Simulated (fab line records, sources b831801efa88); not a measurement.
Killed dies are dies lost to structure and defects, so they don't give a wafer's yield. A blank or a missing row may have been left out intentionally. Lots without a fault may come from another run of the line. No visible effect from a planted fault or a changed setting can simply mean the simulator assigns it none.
What tool caused it? ; flow sky130 ; 36 wafers from 12 lots sampled at 5 of the route's 708 steps

== WHAT EACH GAUGE READ, for each wafer ==
The record lacks any reading of a measuring or inspecting step that a usual standard deviation could be used to judge.

== EACH LOT AND THE TOOL THAT RAN IT (in order: tool; ch and the chambers of the sampled wafers; start) ==
lot;SKY_VIA4_STRIP_13;SKY_VIA4_SPUTTER_17;SKY_METAL5_SPUTTER_01;SKY_PASSIVATION_STRIP_12;SKY_PAD_OPEN_PROBE_99
L360;plasma_asher-01 ch 0,1, day 43 02:08;pvd_sputter-01, day 43 02:43;pvd_sputter-01, day 43 03:28;plasma_asher-02 ch 0,1, day 45 00:59;-
L361;plasma_asher-01 ch 0,1, day 43 11:31;pvd_sputter-04, day 43 12:23;pvd_sputter-02, day 43 13:19;plasma_asher-01 ch 0,1, day 45 10:23;prober-01, day 46 09:41
L362;plasma_asher-04 ch 0, day 43 17:32;pvd_sputter-04, day 43 18:07;pvd_sputter-03, day 43 18:50;plasma_asher-02 ch 0,1, day 45 15:40;-
L363;plasma_asher-04 ch 0,1, day 44 00:48;pvd_sputter-03, day 44 01:22;pvd_sputter-03, day 44 02:04;plasma_asher-01 ch 0,1, day 45 22:02;-
L364;plasma_asher-04 ch 0,1, day 44 07:41;pvd_sputter-01, day 44 08:16;pvd_sputter-01, day 44 08:59;plasma_asher-04 ch 0,1, day 46 05:07;prober-02, day 47 03:14
L365;plasma_asher-01 ch 0,1, day 44 13:37;pvd_sputter-04, day 44 14:13;pvd_sputter-02, day 44 14:55;plasma_asher-04 ch 0,1, day 46 10:02;-
L367;plasma_asher-01 ch 0,1, day 45 03:35;pvd_sputter-01, day 45 04:13;pvd_sputter-02, day 45 04:56;plasma_asher-01 ch 0,1, day 46 23:32;prober-02, day 47 21:37
L374;plasma_asher-04 ch 0,1, day 47 02:37;pvd_sputter-01, day 47 03:47;pvd_sputter-02, day 47 04:30;plasma_asher-01 ch 0,1, day 48 19:28;prober-02, day 49 15:16
L375;plasma_asher-01 ch 0,1, day 47 06:47;pvd_sputter-01, day 47 07:26;pvd_sputter-02, day 47 08:10;plasma_asher-01 ch 0,1, day 48 23:32;prober-01, day 49 19:19
L377;plasma_asher-03 ch 0,1, day 47 14:36;pvd_sputter-01, day 47 15:10;pvd_sputter-03, day 47 15:53;plasma_asher-04 ch 0,1, day 49 07:00;prober-01, day 50 01:44
L378;plasma_asher-03 ch 0,1, day 47 20:04;pvd_sputter-01, day 47 20:40;pvd_sputter-03, day 47 21:31;plasma_asher-01 ch 0,1, day 49 11:01;prober-02, day 50 06:12
L379;plasma_asher-03 ch 0,1, day 47 22:23;pvd_sputter-03, day 47 22:58;pvd_sputter-01, day 47 23:41;plasma_asher-02 ch 0,1, day 49 13:26;-
- SKY_VIA4_STRIP_13: strips in O2/N2.
- SKY_VIA4_SPUTTER_17: material TiN, target thk 20 nm, time 80 s.
- SKY_METAL5_SPUTTER_01: material TiN, target thk 20 nm, time 16.7 s.
- SKY_PASSIVATION_STRIP_12: strips in O2/N2.
- SKY_PAD_OPEN_PROBE_99

== WHAT THE TOOLS THEMSELVES READ (means of the sampled wafers that have a number; where no wafer has one, the mark that the record gives instead) ==
SKY_VIA4_STRIP_13. Usual: drypump_motor_current_A 5.6 A, standard deviation 0.38; oes_product_au 0.710 a.u., standard deviation 0.0045; strip_time_to_endpoint_s 12.82 s, standard deviation 0.034.
lot;tool;drypump_motor_current_A (A);oes_product_au (a.u.);strip_time_to_endpoint_s (s);flag
L360;plasma_asher-01;5.6;0.712;12.81;
L361;plasma_asher-01;5.7;0.703;12.81;
L362;plasma_asher-04;6.0;0.707;12.80;
L363;plasma_asher-04;5.3;0.710;12.84;
L364;plasma_asher-04;5.7;0.711;12.89;
L365;plasma_asher-01;5.7;0.709;12.83;
L367;plasma_asher-01;5.7;0.710;12.84;
L374;plasma_asher-04;5.3;0.714;12.84;
L375;plasma_asher-01;5.7;0.709;12.81;
L377;plasma_asher-03;5.4;0.707;12.80;
L378;plasma_asher-03;5.4;0.711;12.83;
L379;plasma_asher-03;5.3;0.711;12.89;

SKY_VIA4_SPUTTER_17. Usual: throttle_valve_pct 30.1 %, standard deviation 0.86.
lot;tool;throttle_valve_pct (%);flag
L360;pvd_sputter-01;31.2;
L361;pvd_sputter-04;29.0;
L362;pvd_sputter-04;29.2;
L363;pvd_sputter-03;29.5;
L364;pvd_sputter-01;31.1;
L365;pvd_sputter-04;29.2;
L367;pvd_sputter-01;30.6;
L374;pvd_sputter-01;30.8;
L375;pvd_sputter-01;30.8;
L377;pvd_sputter-01;30.6;
L378;pvd_sputter-01;30.4;
L379;pvd_sputter-03;30.3;

SKY_METAL5_SPUTTER_01. Usual: throttle_valve_pct 29.9 %, standard deviation 1.1.
lot;tool;throttle_valve_pct (%);flag
L360;pvd_sputter-01;30.3;
L361;pvd_sputter-02;29.2;
L362;pvd_sputter-03;29.8;
L363;pvd_sputter-03;30.2;
L364;pvd_sputter-01;30.8;
L365;pvd_sputter-02;28.8;
L367;pvd_sputter-02;29.5;
L374;pvd_sputter-02;28.7;
L375;pvd_sputter-02;28.9;
L377;pvd_sputter-03;30.7;
L378;pvd_sputter-03;30.1;
L379;pvd_sputter-01;30.9;

SKY_PASSIVATION_STRIP_12. Usual: drypump_motor_current_A 5.6 A, standard deviation 0.32; oes_product_au 0.661 a.u., standard deviation 0.0048; strip_time_to_endpoint_s 31.50 s, standard deviation 0.14.
lot;tool;drypump_motor_current_A (A);oes_product_au (a.u.);strip_time_to_endpoint_s (s);flag
L360;plasma_asher-02;5.5;0.659;31.77;
L361;plasma_asher-01;5.7;0.664;31.64;
L362;plasma_asher-02;5.4;0.663;31.57;
L363;plasma_asher-01;5.6;0.661;31.55;
L364;plasma_asher-04;5.7;0.658;31.55;
L365;plasma_asher-04;5.7;0.657;31.32;
L367;plasma_asher-01;5.6;0.659;31.60;
L374;plasma_asher-01;5.7;0.661;31.48;
L375;plasma_asher-01;5.6;0.664;31.44;
L377;plasma_asher-04;5.6;0.662;31.56;
L378;plasma_asher-01;5.6;0.660;31.44;
L379;plasma_asher-02;5.4;0.665;31.57;

SKY_PAD_OPEN_PROBE_99. Usual: defect_limited_yield 82.2 %, standard deviation 2.2; killed_at_M0_to_M3 45, standard deviation 7.1; killed_at_M4_up 3.0, standard deviation 1.8; killed_at_contacts 24, standard deviation 5.4; killed_at_front_end 16, standard deviation 4.9; killed_at_other 0.3, standard deviation 0.63; killed_dies 88, standard deviation 11; killed_open 47, standard deviation 7.4; killed_short 40, standard deviation 7; sort_bin_3_pad_short 1.0 %, standard deviation 0.43; sort_bin_5_function 10.6 %, standard deviation 1.7; sort_bin_6_memory 6.3 %, standard deviation 1.1; sort_n_pass 404, standard deviation 11; sort_yield_pct 82.2 %, standard deviation 2.2.
lot;tool;defect_limited_yield (%);killed_at_M0_to_M3;killed_at_M4_up;killed_at_contacts;killed_at_front_end;killed_at_other;killed_dies;killed_open;killed_short;sort_bin_3_pad_short (%);sort_bin_5_function (%);sort_bin_6_memory (%);sort_n_pass;sort_yield_pct (%);flag
L361;prober-01;83.6;42;2.7;26;10;0.0;81;43;37;0.5;9.7;6.2;411;83.6;
L364;prober-02;82.6;44;4.0;21;15;1.0;85;44;42;1.0;10.1;6.3;407;82.6;
L367;prober-02;83.5;43;1.7;21;15;0.0;81;44;37;0.7;10.0;5.8;411;83.5;
L374;prober-02;72.6;42;53.7;21;17;0.7;135;45;38;2.4;17.3;7.6;357;72.6;OFF
L375;prober-01;73.1;46;50.3;21;15;0.7;132;40;44;3.0;16.5;7.5;360;73.1;OFF
L377;prober-01;84.1;34;4.3;26;14;0.0;78;43;35;0.7;9.0;6.2;414;84.1;
L378;prober-02;78.9;46;2.3;34;20;0.7;104;55;48;0.9;11.9;8.3;388;78.9;

== THE ANSWER, worked out from the rows above alone ==
Rule: a lot is off if the mean of its wafers that have a number lies more than 3 standard deviations from the usual mean. A lot without any number at a reading at which 4 lots or more have one is off too. Where the step has rows for the other lots, those lots are counted as sound. First the gauges in route order, then the tools' own readings, where a lot's mean is used as printed above. At the first step where some lot is off, the reading lying furthest off is the one used; lots without a number count as furthest.
Off: L374, L375, at SKY_PAD_OPEN_PROBE_99 (killed_at_M4_up). Neither off nor sound, because the step has no rows for them: L360, L362, L363, L365, L379.
If a tool, at that step or one of the process steps before it, ran each lot that is off and ran no sound lot following the first of them, it fits. One candidate fits, namely pvd_sputter-02 at SKY_METAL5_SPUTTER_01. Its last sound lot is L367 (day 45 04:56), its first lot that is off L374 (day 47 04:30): a fault that began between those two fits.

== WHAT THE SIMULATOR HAD PUT IN ==
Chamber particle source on pvd_sputter-02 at SKY_METAL5_SPUTTER_01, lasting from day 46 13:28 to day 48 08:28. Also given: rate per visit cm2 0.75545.
Lots struck among those shown: L374, L375. The rule above reached the same finding.
